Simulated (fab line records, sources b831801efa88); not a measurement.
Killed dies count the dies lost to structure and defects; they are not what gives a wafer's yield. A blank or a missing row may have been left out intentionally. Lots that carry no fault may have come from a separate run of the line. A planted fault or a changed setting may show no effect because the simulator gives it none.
The tool behind it: which one?    flow sky130    12 lots, 36 wafers sampled, at 2 steps of a route of 708

WHAT EACH GAUGE READ, for each wafer
SKY_METAL2_THK_MEAS_06: measures by xrf. Usual: for METAL2_ALCU_THK the level is 254.8 nm and the standard deviation is 2.9.
lot   measured      on             METAL2_ALCU_THK (nm)  flag
L579  day 34 18:06  film-metro-02  252.1 250.9 248.6     
L580  day 34 21:55  film-metro-02  247.7 254.0 246.5     
L581  day 35 01:55  film-metro-03  253.8 256.1 259.5     
L582  day 35 06:40  film-metro-02  252.0 251.7 251.0     
L583  day 35 19:22  film-metro-02  252.3 252.0 248.5     
L584  day 35 20:22  film-metro-01  258.0 253.9 254.6     
L585  day 36 06:12  film-metro-03  255.4 253.9 252.2     
L586  day 36 17:11  film-metro-01  253.4 254.3 253.4     
L587  day 36 20:13  film-metro-01  256.1 257.0 256.4     
L593  day 38 18:43  film-metro-02  253.8 249.1 252.8     
L597  day 39 20:08  film-metro-01  255.6 258.7 258.0     
L600  day 40 13:43  film-metro-02  254.3 256.1 254.5     

WHAT TOOL EACH LOT RAN ON (gives the tool, then ch and the chambers of the sampled wafers, and finally the start)
lot   SKY_METAL2_SPUTTER_00
L579  pvd-sputter-01, day 34 17:50
L580  pvd-sputter-01, day 34 21:38
L581  pvd-sputter-02, day 35 01:39
L582  pvd-sputter-01, day 35 06:25
L583  pvd-sputter-02, day 35 19:05
L584  pvd-sputter-04, day 35 20:05
L585  pvd-sputter-02, day 36 05:56
L586  pvd-sputter-01, day 36 16:54
L587  pvd-sputter-02, day 36 19:56
L593  pvd-sputter-02, day 38 18:26
L597  pvd-sputter-04, day 39 19:53
L600  pvd-sputter-04, day 40 13:27
- SKY_METAL2_SPUTTER_00: material Ti, target thk 15 nm, time 10 s.

AS READ BY THE TOOLS THEMSELVES (means over the sampled wafers that have a number; for cases with no such wafer, the mark the record gives instead)
SKY_METAL2_SPUTTER_00. Usual: 30.1 % for throttle-valve-pct, sd 0.95.
lot   tool            throttle-valve-pct (%)  flag
L579  pvd-sputter-01  29.5                    
L580  pvd-sputter-01  30.2                    
L581  pvd-sputter-02  30.1                    
L582  pvd-sputter-01  29.5                    
L583  pvd-sputter-02  29.7                    
L584  pvd-sputter-04  30.6                    
L585  pvd-sputter-02  30.6                    
L586  pvd-sputter-01  29.0                    
L587  pvd-sputter-02  29.0                    
L593  pvd-sputter-02  30.1                    
L597  pvd-sputter-04  30.2                    
L600  pvd-sputter-04  30.3                    

THE ANSWER, worked out from the rows above alone
Rule: lot off if the mean of its wafers having a number is beyond 3 standard deviations from the usual mean. Also off: a lot with no number at a reading for which 4 or more lots have one. Any other lot the step has rows for is counted as sound. Order of review: gauges by route order, followed by the tools' own readings, for which a lot's mean as printed above is used. At the first step where some lot is off, the reading lying furthest off is the one used; lots without a number count as furthest.
No lot is off at any reading shown: from this, nothing can be told.

WHAT THE SIMULATOR HAD PUT IN
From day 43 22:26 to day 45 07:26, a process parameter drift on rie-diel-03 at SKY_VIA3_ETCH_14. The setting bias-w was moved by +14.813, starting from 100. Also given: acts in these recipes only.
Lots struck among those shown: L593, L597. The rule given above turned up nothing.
